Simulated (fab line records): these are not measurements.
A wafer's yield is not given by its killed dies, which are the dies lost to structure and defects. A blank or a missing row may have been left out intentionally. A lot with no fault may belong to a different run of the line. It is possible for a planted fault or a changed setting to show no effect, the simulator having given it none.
fab line records | flow sky130
record lots=5 wafers=15 lastDay=50
route steps=708 shown METAL2@500 VIA2@507 METAL3@532
lots untouched by any fault: they come from a run of this same line in which no faults occurred
startH: hours from the record's first day to the start of the lot's first wafer shown | waitH: how many hours have passed since the lot's step before this one | " identical to the entry in the row above | L1.1+2: several wafers, shown together as one row | - either no value or no given start | * or withheld: withheld | < > ~ a bound
route shown NAME@n: NAME is a module with steps in the file, n the number in the route of the first one | usual: average and standard deviation across the fault-free wafers | same: alike in all rows | chamber/n: place in a boat | sites: each site's reading | _std_site: the standard deviation of these | _edge_site: outer sites' mean less inner sites' | radiusMm: how far each site lies from the wafer's centre | mask NAME#n: copy n | behind: the most recent tool/chamber to have shaped the wafer | hold: reason for holding the lot/hours on hold/outcome of the hold | device: the n, p or np transistor that did not switch | end of line: tests run on the same wafers once the route is complete | a step with no rows: only its recipe | killed: dies that structure and defects cost at the first sort, which is not the same as the wafer's yield | map: a wafer's dies, x killed, . not, _ none there
set.NAME: setting as actually run; set.NAME@STEP: the setting as run at that earlier step | model.NAME: the simulator's own value behind a step, which no gauge read
a table for each step, a row for each wafer; lots at some steps of the route
services: the hour from which a tool's chamber was out of use, counted from the record's first day as startH (under 0 if before that day), plus the number of hours and why
## steps
# step SKY_METAL2_DESCUM_17
# recipe chemistry=O2 sourcePowerW=150 biasPowerW=0 pressureMtorr=10 tempC=40 timeS=8
# usual drypumpMotorCurrentA=5.6/0.59 oesProductAu=1.001/0.0071
# columns lot.wafer tool chamber startH waitH drypumpMotorCurrentA oesProductAu rfHoursCounterH
L074.2 rieMetal-01 0 804.15 0.0 5.1 1.000 0
L074.4 " 1 " " 5.8 1.005 -
L074.6 " 1 " " 5.8 1.003 -
L082.3 rieMetal-01 1 877.71 0.0 5.8 1.006 -
L082.5 " 1 " " 5.8 0.996 -
L082.6 " 0 " " 5.1 0.998 -
L084.4 rieMetal-03 0 894.50 0.0 6.4 0.997 -
L084.5 " 0 " " 6.4 1.007 -
L084.6 " 1 " " 4.7 1.003 -
L096.1 rieMetal-02 1 988.94 0.0 5.4 0.999 0
L096.4 " 0 " " 6.3 1.004 -
L096.5 " 1 " " 5.4 0.993 -
L097.1 rieMetal-03 1 993.69 0.0 4.7 1.006 14
L097.2 " 0 " " 6.4 1.007 9
L097.3 " 1 " " 4.7 0.989 -
# step SKY_METAL2_ETCH_18
# recipe chemistry=N2/H2 target=BARC ionEnergyEv=200 biasW=100 pressureMtorr=30 n2FlowSccm=100 h2FlowSccm=200 icpW=500 stopOn=SiO2 timeS=45.9 targetDepthA=600
# usual drypumpMotorCurrentA=5.6/0.59 h2FlowSccm=199.9/0.54 oesProductAu=0.855/0.0054 throttleValvePct=13.226/0.01
# columns lot.wafer tool chamber startH waitH drypumpMotorCurrentA h2FlowSccm oesProductAu rfHoursCounterH throttleValvePct
L074.2 rieMetal-01 0 804.18 0.0 5.1 199.6 0.850 0 13.239
L074.4 " 1 " " 5.8 199.7 0.847 - 13.212
L074.6 " 1 " " 5.8 199.7 0.860 - 13.222
L082.3 rieMetal-01 1 877.76 0.0 5.8 201.0 0.853 - 13.211
L082.5 " 1 " " 5.8 200.6 0.860 - 13.243
L082.6 " 0 " " 5.1 199.7 0.851 - 13.228
L084.4 rieMetal-03 0 894.54 0.0 6.4 200.6 0.851 - 13.236
L084.5 " 0 " " 6.4 198.2 0.849 - 13.224
L084.6 " 1 " " 4.7 200.1 0.847 - 13.256
L096.1 rieMetal-02 1 988.98 0.0 5.4 200.7 0.853 0 13.235
L096.4 " 0 " " 6.4 200.1 0.856 - 13.222
L096.5 " 1 " " 5.4 200.9 0.862 - 13.228
L097.1 rieMetal-03 1 993.72 0.0 4.7 199.7 0.855 14 13.226
L097.2 " 0 " " 6.4 199.2 0.861 9 13.230
L097.3 " 1 " " 4.7 199.3 0.862 - 13.240
# step SKY_METAL2_METAL_ETCH_19
# recipe targetDepthA=3600 stopOn=SiO2 overEtchFrac=0.3 timeS=78 chemistry=Cl2/BCl3 resistSidewallDeg=88 pressureMtorr=10 icpW=900 biasW=48.5 Cl2_flow_sccm=60 bcl3FlowSccm=30
# usual drypumpMotorCurrentA=5.6/0.59 oesProductAu=0.855/0.0055 throttleValvePct=22.265/0.0082
# columns lot.wafer tool chamber startH waitH drypumpMotorCurrentA oesProductAu rfHoursCounterH throttleValvePct
L074.2 rieMetal-01 0 804.24 0.0 5.2 0.862 0 22.275
L074.4 " 1 " " 5.8 0.846 - 22.269
L074.6 " 1 " " 5.8 0.848 - 22.268
L082.3 rieMetal-01 1 877.83 0.1 5.8 0.861 - 22.272
L082.5 " 1 " " 5.8 0.862 - 22.263
L082.6 " 0 " " 5.2 0.859 - 22.259
L084.4 rieMetal-03 0 894.62 0.1 6.4 0.854 - 22.259
L084.5 " 0 " " 6.4 0.847 - 22.265
L084.6 " 1 " " 4.7 0.871 - 22.281
L096.1 rieMetal-02 1 989.07 0.1 5.4 0.859 0 22.259
L096.4 " 0 " " 6.3 0.867 - 22.267
L096.5 " 1 " " 5.4 0.857 - 22.263
L097.1 rieMetal-03 1 993.79 0.0 4.7 0.858 14 22.261
L097.2 " 0 " " 6.4 0.848 9 22.273
L097.3 " 1 " " 4.7 0.853 - 22.260
# step SKY_METAL2_STRIP_20
# recipe chemistry=O2/N2 powerW=1400 pressureMtorr=1500 platenTempC=withheld o2FlowSccm=3000 n2FlowSccm=300 overashFraction=0.5
# usual drypumpMotorCurrentA=5.8/0.39 oesProductAu=0.342/0.0044 stripTimeToEndpointS=2.689/0.024
# columns lot.wafer tool chamber startH waitH drypumpMotorCurrentA oesProductAu rfHoursCounterH stripTimeToEndpointS
L074.2 plasmaAsher-01 0 804.33 0.1 6.1 0.339 96 2.718
L074.4 " 1 " " 5.7 0.345 - 2.676
L074.6 " 1 " " 5.7 0.337 - 2.679
L082.3 plasmaAsher-01 1 877.92 0.1 5.7 0.336 - 2.660
L082.5 " 0 " " 6.1 0.344 - 2.660
L082.6 " 1 " " 5.7 0.338 - 2.707
L084.4 plasmaAsher-02 1 894.71 0.1 5.7 0.340 - 2.696
L084.5 " 0 " " 6.1 0.334 - 2.671
L084.6 " 1 " " 5.7 0.343 - 2.694
L096.1 plasmaAsher-02 0 989.19 0.1 6.1 0.345 25 2.741
L096.4 " 0 " " 6.1 0.346 - 2.697
L096.5 " 0 " " 6.1 0.345 - 2.698
L097.1 plasmaAsher-03 0 993.88 0.1 5.0 0.341 54 2.669
L097.2 " 1 " " 6.1 0.339 54 2.683
L097.3 " 0 " " 5.0 0.338 - 2.686
# step SKY_METAL2_STRIP_21
# recipe chemistry=postEtchResidueRemover timeS=1200 tempC=72.5
# columns lot.wafer tool chamber startH waitH
L074.2+4+6 wetBench-02 2 804.43 0.1
L082.3+5+6 wetBench-02 1 877.99 0.0
L084.4+5+6 wetBench-02 1 894.78 0.0
L096.1+4+5 wetBench-04 2 989.29 0.1
L097.1+2+3 wetBench-03 3 993.98 0.1
# step SKY_METAL2_CLEAN_22
# recipe chemistry=IPA timeS=180 tempC=25
# columns lot.wafer tool chamber startH waitH
L074.2+4+6 wetBench-03 3 804.77 0.0
L082.3+5+6 wetBench-03 3 878.33 0.0
L084.4+5+6 wetBench-03 0 895.15 0.0
L096.1+4+5 wetBench-03 0 989.63 0.0
L097.1+2+3 wetBench-02 0 994.32 0.0
# step SKY_METAL2_CLEAN_23
# recipe chemistry=O3/DIW dry=n2Spin
# columns lot.wafer tool chamber startH waitH
L074.2+4+6 wetBench-02 1 804.89 0.0
L082.3+5+6 wetBench-03 0 878.49 0.1
L084.4+5+6 wetBench-02 3 895.21 0.0
L096.1+4+5 wetBench-04 2 989.69 0.0
L097.1+2+3 wetBench-03 1 994.38 0.0
# step SKY_VIA2_HDPCVD_00
# recipe material=SiO2 targetThkNm=1180 sigmaOpenFrac=0.3 timeS=196.7 tempC=400 sih4FlowSccm=60 pressureMtorr=6
# columns lot.wafer tool chamber startH waitH
L074.2+4+6 hdpcvd-01 1,1,0 804.99 0.0
L082.3+5+6 hdpcvd-01 2,2,1 878.59 0.0
L084.4+5+6 hdpcvd-02 1,2,0 895.37 0.1
L096.1+4+5 hdpcvd-01 1,2,1 989.78 0.0
L097.1+2+3 hdpcvd-01 2,1,0 994.47 0.0
# step SKY_VIA2_THK_MEAS_01
# recipe reads=SiO2_of_VIA2_HDPCVD_00
# usual VIA2_HDPCVD_THK=1180/12
# columns lot.wafer tool chamber startH waitH VIA2_HDPCVD_THK[nm]
L074.2 filmMetro-02 - 805.12 0.1 1196
L074.4 " - " " 1189
L074.6 " - " " 1197
L082.3 filmMetro-01 - 878.74 0.1 1188
L082.5 " - " " 1189
L082.6 " - " " 1184
L084.4 filmMetro-01 - 895.47 0.0 1166
L084.5 " - " " 1159
L084.6 " - " " 1170
L096.1 filmMetro-02 - 989.91 0.1 1174
L096.4 " - " " 1184
L096.5 " - " " 1180
L097.1 filmMetro-02 - 994.60 0.1 1169
L097.2 " - " " 1166
L097.3 " - " " 1156
# step SKY_VIA2_CMP_02
# recipe material=SiO2 downForcePsi=4 platenRpm=60 padVelocityMS=0.94248
# usual motorCurrentA=11.6/1.1
# columns lot.wafer tool chamber startH waitH motorCurrentA
L074.4 cmp-01 2 805.17 0.0 12.1
L074.2 " 3 " " 11.2
L074.6 " 3 " " 11.1
L082.3 cmp-01 3 878.78 0.0 11.5
L082.6 " 3 " " 10.5
L082.5 " 0 " " 11.0
L084.4 cmp-02 2 895.65 0.2 11.5
L084.5 " 3 " " 13.9
L084.6 " 0 " " 12.6
L096.1 cmp-02 3 989.97 0.1 13.7
L096.4 " 2 " " 11.7
L096.5 " 0 " " 12.7
L097.3 cmp-01 3 994.66 0.0 10.8
L097.2 " 0 " " 10.5
L097.1 " 2 " " 11.9
# step SKY_VIA2_BOW_MEAS_03
# recipe mode=bow
# usual VIA2_BOW=83/6.4
# columns lot.wafer tool chamber startH waitH VIA2_BOW[um]
L074.2 filmMetro-02 - 805.49 0.2 91
L074.4 " - " " 85
L074.6 " - " " 78
L082.3 filmMetro-01 - 879.12 0.3 87
L082.5 " - " " 80
L082.6 " - " " 81
L084.4 filmMetro-01 - 895.86 0.2 80
L084.5 " - " " 85
L084.6 " - " " 87
L096.1 filmMetro-04 - 990.27 0.2 85
L096.4 " - " " 78
L096.5 " - " " 88
L097.1 filmMetro-04 - 994.96 0.1 93
L097.2 " - " " 92
L097.3 " - " " 82
# step SKY_VIA2_DEHYDRATE_04
# recipe tempC=200 timeS=60
# usual chillPlateTempC=22.98/0.11
# columns lot.wafer tool chamber startH waitH chillPlateTempC
L074.2 lithoTrack-03 0 817.37 11.9 22.95
L074.4 " 0 " " 23.07
L074.6 " 0 " " 22.94
L082.3 lithoTrack-03 0 891.05 11.9 23.02
L082.5 " 0 " " 22.99
L082.6 " 0 " " 22.99
L084.4 lithoTrack-03 0 908.22 12.3 23.04
L084.5 " 0 " " 23.03
L084.6 " 0 " " 22.91
L096.1 lithoTrack-03 0 1001.40 11.1 22.99
L096.4 " 0 " " 23.16
L096.5 " 0 " " 23.08
L097.1 lithoTrack-04 0 1006.34 11.4 22.92
L097.2 " 0 " " 22.90
L097.3 " 0 " " 22.96
# step SKY_VIA2_HMDS_05
# recipe primeTimeS=60 primeTempC=120
# usual chillPlateTempC=23.00/0.11
# columns lot.wafer tool chamber startH waitH chillPlateTempC
L074.2 lithoTrack-03 0 817.52 0.1 23.15
L074.4 " 0 " " 23.07
L074.6 " 0 " " 22.98
L082.3 lithoTrack-03 0 891.20 0.1 23.13
L082.5 " 0 " " 23.04
L082.6 " 0 " " 22.92
L084.4 lithoTrack-03 0 908.37 0.1 22.93
L084.5 " 0 " " 22.91
L084.6 " 0 " " 22.98
L096.1 lithoTrack-03 0 1001.55 0.1 22.81
L096.4 " 0 " " 22.91
L096.5 " 0 " " 22.79
L097.1 lithoTrack-04 0 1006.49 0.1 22.93
L097.2 " 0 " " 23.08
L097.3 " 0 " " 22.87
# step SKY_VIA2_COAT_06
# recipe resist=BARC tempC=withheld timeS=withheld spinRpm=3000 resistThkNm=60
# usual chillPlateTempC=*
# columns lot.wafer tool chamber startH waitH chillPlateTempC
L074.2 lithoTrack-03 0 817.67 0.1 *
L074.4 " 0 " " *
L074.6 " 0 " " *
L082.3 lithoTrack-03 0 891.35 0.1 *
L082.5 " 0 " " *
L082.6 " 0 " " *
L084.4 lithoTrack-03 0 908.52 0.1 *
L084.5 " 0 " " *
L084.6 " 0 " " *
L096.1 lithoTrack-03 0 1001.70 0.1 *
L096.4 " 0 " " *
L096.5 " 0 " " *
L097.1 lithoTrack-04 0 1006.64 0.1 *
L097.2 " 0 " " *
L097.3 " 0 " " *
# step SKY_VIA2_COAT_07
# recipe resist=KrF-thick spinRpm=3000 resistThkNm=450
# usual chillPlateTempC=23.00/0.09
# columns lot.wafer tool chamber startH waitH chillPlateTempC
L074.2 lithoTrack-03 0 - - 22.96
L074.4 " 0 " " 23.09
L074.6 " 0 " " 23.00
L082.3 lithoTrack-03 0 - - 22.93
L082.5 " 0 " " 23.10
L082.6 " 0 " " 23.05
L084.4 lithoTrack-03 0 - - 23.04
L084.5 " 0 " " 22.95
L084.6 " 0 " " 23.09
L096.1 lithoTrack-03 0 - - 22.87
L096.4 " 0 " " 22.85
L096.5 " 0 " " 23.00
L097.1 lithoTrack-04 0 - - 22.81
L097.2 " 0 " " 22.92
L097.3 " 0 " " 22.93
# step SKY_VIA2_SOFTBAKE_08
# recipe tempC=100 timeS=90 resist=KrF-thick
# usual chillPlateTempC=22.99/0.11
# columns lot.wafer tool chamber startH waitH chillPlateTempC
L074.2 lithoTrack-03 0 - - 23.24
L074.4 " 0 " " 23.15
L074.6 " 0 " " 22.95
L082.3 lithoTrack-03 0 - - 23.11
L082.5 " 0 " " 23.18
L082.6 " 0 " " 23.11
L084.4 lithoTrack-03 0 - - 23.00
L084.5 " 0 " " 23.06
L084.6 " 0 " " 23.03
L096.1 lithoTrack-03 0 - - 23.00
L096.4 " 0 " " 23.12
L096.5 " 0 " " 22.99
L097.1 lithoTrack-04 0 - - 23.07
L097.2 " 0 " " 22.95
L097.3 " 0 " " 22.76
# step SKY_VIA2_EXPOSE_09
# recipe maskId=VIM2 na=0.8 sourceShape=annular sigmaInner=0.55 sigmaOuter=0.85 targetCdNm=200 doseMj=38
# columns lot.wafer tool chamber startH waitH mask
L074.2+4+6 krfScanner-01 0 - - VIM2#0
L082.3+5+6 krfScanner-01 0 - - VIM2#0
L084.4+5+6 krfScanner-01 0 - - VIM2#0
L096.1+4+5 krfScanner-01 0 - - VIM2#0
L097.1+2+3 krfScanner-01 0 - - VIM2#0
# step SKY_VIA2_PEB_10
# recipe pebTempC=withheld pebTimeS=withheld resist=KrF-thick
# usual chillPlateTempC=*
# columns lot.wafer tool chamber startH waitH chillPlateTempC
L074.2 lithoTrack-04 0 - - *
L074.4 " 0 " " *
L074.6 " 0 " " *
L082.3 lithoTrack-03 0 - - *
L082.5 " 0 " " *
L082.6 " 0 " " *
L084.4 lithoTrack-04 0 - - *
L084.5 " 0 " " *
L084.6 " 0 " " *
L096.1 lithoTrack-04 0 - - *
L096.4 " 0 " " *
L096.5 " 0 " " *
L097.1 lithoTrack-03 0 - - *
L097.2 " 0 " " *
L097.3 " 0 " " *
# step SKY_VIA2_DEVELOP_11
# recipe developTimeS=61.05 resist=KrF-thick devTempC=21
# usual chillPlateTempC=23.02/0.1
# columns lot.wafer tool chamber startH waitH chillPlateTempC
L074.2 lithoTrack-04 0 - - 22.87
L074.4 " 0 " " 23.06
L074.6 " 0 " " 23.09
L082.3 lithoTrack-03 0 - - 22.94
L082.5 " 0 " " 22.86
L082.6 " 0 " " 22.94
L084.4 lithoTrack-04 0 - - 23.02
L084.5 " 0 " " 23.01
L084.6 " 0 " " 23.01
L096.1 lithoTrack-04 0 - - 23.19
L096.4 " 0 " " 23.12
L096.5 " 0 " " 23.08
L097.1 lithoTrack-03 0 - - 23.01
L097.2 " 0 " " 23.01
L097.3 " 0 " " 22.99
# step SKY_VIA2_CD_MEAS_12
# recipe targetCdNm=200
# usual cdNm=199.8/1.7
# columns lot.wafer tool chamber startH waitH cdNm
L074.2 cdSem-01 - 830.56 - 198.2
L074.4 " - " " 195.3
L074.6 " - " " 197.9
L082.3 cdSem-01 - 904.54 - 198.7
L082.5 " - " " 197.9
L082.6 " - " " 198.8
L084.4 cdSem-02 - 920.75 - 203.0
L084.5 " - " " 202.7
L084.6 " - " " 202.4
L096.1 cdSem-02 - 1013.74 - 200.9
L096.4 " - " " 201.4
L096.5 " - " " 202.8
L097.1 cdSem-01 - 1017.00 - 197.7
L097.2 " - " " 197.4
L097.3 " - " " 198.9
# step SKY_VIA2_OVL_MEAS_13
# usual VIA2_OVL=-1/5.3
# columns lot.wafer tool chamber startH waitH VIA2_OVL[nm]
L074.2 overlay-01 - 830.67 0.1 1
L074.4 " - " " -5
L074.6 " - " " -5
L082.3 overlay-01 - 904.63 0.1 -6
L082.5 " - " " -1
L082.6 " - " " 5
L084.4 overlay-01 - 920.83 0.1 -5
L084.5 " - " " -3
L084.6 " - " " 4
L096.1 overlay-02 - 1013.86 0.1 1
L096.4 " - " " 5
L096.5 " - " " -4
L097.1 overlay-02 - 1017.12 0.1 -5
L097.2 " - " " -10
L097.3 " - " " -3
# step SKY_VIA2_ETCH_14
# recipe chemistry=N2/H2 target=BARC ionEnergyEv=200 sourceW=500 biasW=100 pressureMtorr=30 n2FlowSccm=100 h2FlowSccm=200 stopOn=SiO2 timeS=45.9 targetDepthA=600
# usual drypumpMotorCurrentA=5.9/0.37 h2FlowSccm=200.0/0.57 oesProductAu=0.854/0.0046 throttleValvePct=13.225/0.0088
# columns lot.wafer tool chamber startH waitH drypumpMotorCurrentA h2FlowSccm oesProductAu rfHoursCounterH throttleValvePct
L074.2 rieDiel-04 2 830.70 0.0 6.3 198.9 0.854 17 13.222
L074.4 " 3 " " 5.9 199.7 0.859 21 13.232
L074.6 " 0 " " 5.8 199.7 0.851 - 13.200
L082.3 rieDiel-03 3 904.65 0.0 6.0 200.3 0.857 8 13.213
L082.5 " 3 " " 6.0 200.6 0.859 - 13.232
L082.6 " 2 " " 6.2 199.3 0.854 - 13.215
L084.4 rieDiel-02 1 920.85 0.0 6.4 199.7 0.854 16 13.236
L084.5 " 3 " " 6.3 200.0 0.852 - 13.227
L084.6 " 2 " " 5.3 200.3 0.859 - 13.218
L096.1 rieDiel-03 2 1013.90 0.0 6.2 200.4 0.850 6 13.223
L096.4 " 3 " " 6.0 199.1 0.850 12 13.214
L096.5 " 3 " " 6.0 199.7 0.857 - 13.232
L097.1 rieDiel-03 2 1017.15 0.0 6.2 199.6 0.858 6 13.215
L097.2 " 1 " " 5.5 199.6 0.849 6 13.220
L097.3 " 3 " " 6.0 200.8 0.855 12 13.219
# step SKY_VIA2_ETCH_15
# recipe target=SiO2 chemistry=C4F8/O2/Ar targetDepthNm=546 stopOn=TiN maskMaterial=KrF-thick sourceW=1500 biasW=1200 pressureMtorr=40 c4f8FlowSccm=withheld O2_flow_sccm=6 Ar_flow_sccm=300 timeS=84
# usual oesProductAu=0.939/0.0046
# columns lot.wafer tool chamber startH waitH oesProductAu
L074.2 rieDiel-04 2 830.74 0.0 0.937
L074.4 " 3 " " 0.938
L074.6 " 0 " " 0.936
L082.3 rieDiel-03 3 904.70 0.0 0.939
L082.5 " 3 " " 0.934
L082.6 " 2 " " 0.938
L084.4 rieDiel-02 1 920.89 0.0 0.932
L084.5 " 3 " " 0.934
L084.6 " 2 " " 0.936
L096.1 rieDiel-03 2 1013.94 0.0 0.939
L096.4 " 3 " " 0.943
L096.5 " 3 " " 0.937
L097.1 rieDiel-03 2 1017.20 0.0 0.948
L097.2 " 1 " " 0.940
L097.3 " 3 " " 0.941
# step SKY_VIA2_STRIP_16
# recipe chemistry=O2/N2 powerW=1400 pressureMtorr=1500 platenTempC=withheld o2FlowSccm=3000 n2FlowSccm=300 overashFraction=0.5
# usual drypumpMotorCurrentA=5.8/0.43 oesProductAu=0.399/0.0046 stripTimeToEndpointS=4.043/0.026
# columns lot.wafer tool chamber startH waitH drypumpMotorCurrentA oesProductAu rfHoursCounterH stripTimeToEndpointS
L074.2 plasmaAsher-02 0 830.80 0.0 6.0 0.394 9 4.031
L074.4 " 1 " " 5.8 0.392 - 4.053
L074.6 " 0 " " 6.0 0.395 - 4.040
L082.3 plasmaAsher-02 0 904.79 0.1 6.1 0.400 - 4.036
L082.5 " 1 " " 5.7 0.397 - 4.022
L082.6 " 0 " " 6.1 0.395 - 4.078
L084.4 plasmaAsher-03 1 920.99 0.1 6.1 0.399 - 4.047
L084.5 " 0 " " 5.0 0.406 - 4.064
L084.6 " 1 " " 6.1 0.401 - 4.023
L096.1 plasmaAsher-02 0 1014.00 0.0 6.0 0.403 27 4.018
L096.4 " 1 " " 5.7 0.395 - 4.037
L096.5 " 1 " " 5.7 0.402 - 3.985
L097.1 plasmaAsher-04 1 1017.26 0.0 5.8 0.402 91 4.014
L097.2 " 0 " " 6.3 0.396 91 3.978
L097.3 " 0 " " 6.3 0.394 - 3.998
# step SKY_VIA2_STRIP_17
# recipe chemistry=postEtchResidueRemover timeS=1200 tempC=72.5
# columns lot.wafer tool chamber startH waitH
L074.2+4+6 wetBench-04 2 830.90 0.1
L082.3+5+6 wetBench-02 2 904.86 0.0
L084.4+5+6 wetBench-01 3 921.05 0.0
L096.1+4+5 wetBench-02 2 1014.10 0.1
L097.1+2+3 wetBench-01 0 1017.36 0.1
# step SKY_VIA2_CLEAN_18
# recipe chemistry=IPA timeS=180 tempC=25
# columns lot.wafer tool chamber startH waitH
L074.2+4+6 wetBench-04 3 831.27 0.0
L082.3+5+6 wetBench-01 2 905.23 0.0
L084.4+5+6 wetBench-02 2 921.39 0.0
L096.1+4+5 wetBench-01 0 1014.44 0.0
L097.1+2+3 wetBench-04 1 1017.70 0.0
# step SKY_VIA2_CLEAN_19
# recipe chemistry=O3/DIW dry=n2Spin
# columns lot.wafer tool chamber startH waitH
L074.2+4+6 wetBench-02 1 831.34 0.0
L082.3+5+6 wetBench-04 2 905.29 0.0
L084.4+5+6 wetBench-01 1 921.45 0.0
L096.1+4+5 wetBench-02 1 1014.50 0.0
L097.1+2+3 wetBench-02 2 1017.76 0.0
# step SKY_VIA2_SPUTTER_20
# recipe material=TiN targetThkNm=20 chamberPressurePa=5 powerW=4000 timeS=80
# usual throttleValvePct=29.9/1.4
# columns lot.wafer tool chamber startH waitH throttleValvePct
L074.2 pvdSputter-04 - 831.43 0.0 29.2
L074.4 " - " " 30.9
L074.6 " - " " 30.9
L082.3 pvdSputter-03 - 905.38 0.0 28.1
L082.5 " - " " 28.0
L082.6 " - " " 32.1
L084.4 pvdSputter-02 - 921.54 0.0 32.3
L084.5 " - " " 30.3
L084.6 " - " " 32.8
L096.1 pvdSputter-04 - 1014.59 0.0 29.2
L096.4 " - " " 30.6
L096.5 " - " " 29.6
L097.1 pvdSputter-03 - 1017.86 0.0 32.0
L097.2 " - " " 28.1
L097.3 " - " " 29.9
# step SKY_VIA2_CVD_21
# recipe material=W targetThkNm=420 timeS=126.4 tempC=400 pressureTorr=40
# usual heaterPowerW=806/67
# columns lot.wafer tool chamber startH waitH heaterPowerW sinceWetCleanH
L074.2 cvdW-01 0 831.49 0.0 735 428
L074.4 " 0 " " 725 -
L074.6 " 1 " " 899 -
L082.3 cvdW-01 1 905.49 0.1 916 -
L082.5 " 1 " " 876 -
L082.6 " 0 " " 727 -
L084.4 cvdW-02 0 921.65 0.1 764 -
L084.5 " 1 " " 791 -
L084.6 " 0 " " 767 -
L096.1 cvdW-02 0 1014.66 0.0 752 97
L096.4 " 0 " " 771 -
L096.5 " 0 " " 773 -
L097.1 cvdW-01 1 1017.93 0.0 898 614
L097.2 " 0 " " 733 614
L097.3 " 1 " " 902 -
# step SKY_VIA2_RS_MEAS_22
# recipe thkMeasGauge=four-point-probe reads=W_of_VIA2_CVD_21+TiN_of_VIA2_SPUTTER_20
# usual VIA2_W_RS=0.274/0.0031
# columns lot.wafer tool chamber startH waitH VIA2_W_RS[ohm/sq]
L074.2 filmMetro-01 - 831.64 0.1 0.278
L074.4 " - " " 0.275
L074.6 " - " " 0.277
L082.3 filmMetro-04 - 905.62 0.1 0.269
L082.5 " - " " 0.270
L082.6 " - " " 0.265
L084.4 filmMetro-02 - 921.79 0.1 0.274
L084.5 " - " " 0.273
L084.6 " - " " 0.271
L096.1 filmMetro-01 - 1014.79 0.1 0.275
L096.4 " - " " 0.274
L096.5 " - " " 0.275
L097.1 filmMetro-02 - 1018.06 0.1 0.274
L097.2 " - " " 0.270
L097.3 " - " " 0.276
# step SKY_VIA2_THK_MEAS_23
# recipe thkMeasGauge=xrf reads=W_of_VIA2_CVD_21
# usual VIA2_W_THK=390/5.5
# columns lot.wafer tool chamber startH waitH VIA2_W_THK[nm]
L074.2 filmMetro-01 - 831.75 0.1 381
L074.4 " - " " 388
L074.6 " - " " 382
L082.3 filmMetro-04 - 905.72 0.1 400
L082.5 " - " " 399
L082.6 " - " " 404
L084.4 filmMetro-02 - 921.88 0.1 383
L084.5 " - " " 388
L084.6 " - " " 388
L096.1 filmMetro-01 - 1014.91 0.1 392
L096.4 " - " " 395
L096.5 " - " " 392
L097.1 filmMetro-02 - 1018.18 0.1 389
L097.2 " - " " 393
L097.3 " - " " 386
# step SKY_VIA2_CMP_24
# recipe stopOn=SiO2 tOverpolishS=20 downForcePsi=3.5 platenRpm=60 targetThkNm=0 padVelocityMS=0.94248
# usual motorCurrentA=10.6/1 overpolishRunS=19.999/0.0081 timeToEndpointS=100/3.9
# columns lot.wafer tool chamber startH waitH motorCurrentA overpolishRunS timeToEndpointS
L074.4 cmp-01 3 832.05 0.3 10.2 19.988 99
L074.2 " 2 " " 11.2 20.005 97
L074.6 " 3 " " 9.8 20.002 102
L082.3 cmp-02 3 905.93 0.2 11.7 19.990 99
L082.5 " 3 " " 12.7 19.982 99
L082.6 " 0 " " 11.9 19.994 102
L084.4 cmp-02 0 922.06 0.2 11.6 20.003 101
L084.5 " 1 " " 9.5 20.003 107
L084.6 " 2 " " 10.5 20.003 104
L096.1 cmp-01 1 1014.97 0.1 9.7 20.014 93
L096.4 " 2 " " 10.8 19.992 89
L096.5 " 2 " " 10.5 19.996 94
L097.3 cmp-02 1 1018.24 0.0 9.6 19.990 100
L097.2 " 2 " " 10.4 19.997 105
L097.1 " 0 " " 11.1 20.005 96
# step SKY_METAL3_SPUTTER_00
# recipe material=Ti targetThkNm=15 powerW=3000 timeS=10 chamberPressurePa=0.4
# usual throttleValvePct=29.9/1.2
# columns lot.wafer tool chamber startH waitH throttleValvePct
L074.2 pvdSputter-04 - 832.35 0.1 29.4
L074.4 " - " " 28.4
L074.6 " - " " 29.4
L082.3 pvdSputter-04 - 906.23 0.2 29.4
L082.5 " - " " 29.5
L082.6 " - " " 28.3
L084.4 pvdSputter-01 - 922.21 0.1 30.2
L084.5 " - " " 31.5
L084.6 " - " " 30.1
L096.1 pvdSputter-01 - 1015.27 0.2 30.6
L096.4 " - " " 29.9
L096.5 " - " " 31.2
L097.1 pvdSputter-04 - 1018.54 0.1 29.6
L097.2 " - " " 30.9
L097.3 " - " " 30.7
# step SKY_METAL3_SPUTTER_01
# recipe material=TiN targetThkNm=20 powerW=6500 timeS=16.7 chamberPressurePa=0.4
# usual throttleValvePct=29.9/1.2
# columns lot.wafer tool chamber startH waitH throttleValvePct
L074.2 pvdSputter-04 - 832.37 0.0 29.5
L074.4 " - " " 28.4
L074.6 " - " " 29.5
L082.3 pvdSputter-04 - 906.25 0.0 29.5
L082.5 " - " " 29.4
L082.6 " - " " 28.3
L084.4 pvdSputter-01 - 922.24 0.0 30.1
L084.5 " - " " 31.4
L084.6 " - " " 30.2
L096.1 pvdSputter-01 - 1015.29 0.0 30.3
L096.4 " - " " 30.2
L096.5 " - " " 31.3
L097.1 pvdSputter-04 - 1018.56 0.0 29.4
L097.2 " - " " 30.9
L097.3 " - " " 30.7
# step SKY_METAL3_SPUTTER_02
# recipe material=AlCu targetThkNm=735 powerW=10600 timeS=39.1 chamberPressurePa=0.4
# usual throttleValvePct=29.9/1.2
# columns lot.wafer tool chamber startH waitH throttleValvePct
L074.2 pvdSputter-04 - 832.40 0.0 29.3
L074.4 " - " " 28.4
L074.6 " - " " 29.4
L082.3 pvdSputter-04 - 906.28 0.0 29.2
L082.5 " - " " 29.2
L082.6 " - " " 28.6
L084.4 pvdSputter-01 - 922.26 0.0 30.3
L084.5 " - " " 31.5
L084.6 " - " " 30.2
L096.1 pvdSputter-01 - 1015.31 0.0 30.5
L096.4 " - " " 30.1
L096.5 " - " " 31.5
L097.1 pvdSputter-04 - 1018.58 0.0 29.5
L097.2 " - " " 30.9
L097.3 " - " " 30.8
## services
# columns tool chamber startH hours kind
rieMetal-03 1 786.18 8.1 repair
rieDiel-03 1 794.57 8.0 repair
rieDiel-03 2 800.25 2.5 repair
krfScanner-01 - 805.74 0.8 repair
wetBench-04 - 813.31 1.2 repair
cmp-02 - 821.57 5.7 pm
cmp-02 - 827.78 5.6 repair
cmp-02 - 833.09 1.8 repair
rieDiel-03 - 835.11 14.6 pm
rieMetal-01 0 835.39 2.6 repair
rieMetal-03 1 846.14 26.1 repair
rieMetal-03 - 846.47 2.8 pm
pvdSputter-01 - 850.27 3.7 repair
rieDiel-03 2 852.17 11.4 repair
krfScanner-01 - 855.59 1.5 pm
cmp-02 - 856.40 9.6 pm
rieMetal-03 0 872.64 5.9 repair
krfScanner-01 - 878.88 1.3 pm
pvdSputter-04 - 882.14 4.5 repair
cmp-01 - 888.45 1.7 repair
pvdSputter-01 - 903.36 0.8 repair
rieDiel-03 1 958.29 3.3 repair
rieDiel-03 - 988.49 0.9 repair
wetBench-03 - 1009.56 1.6 repair
## key
fault none
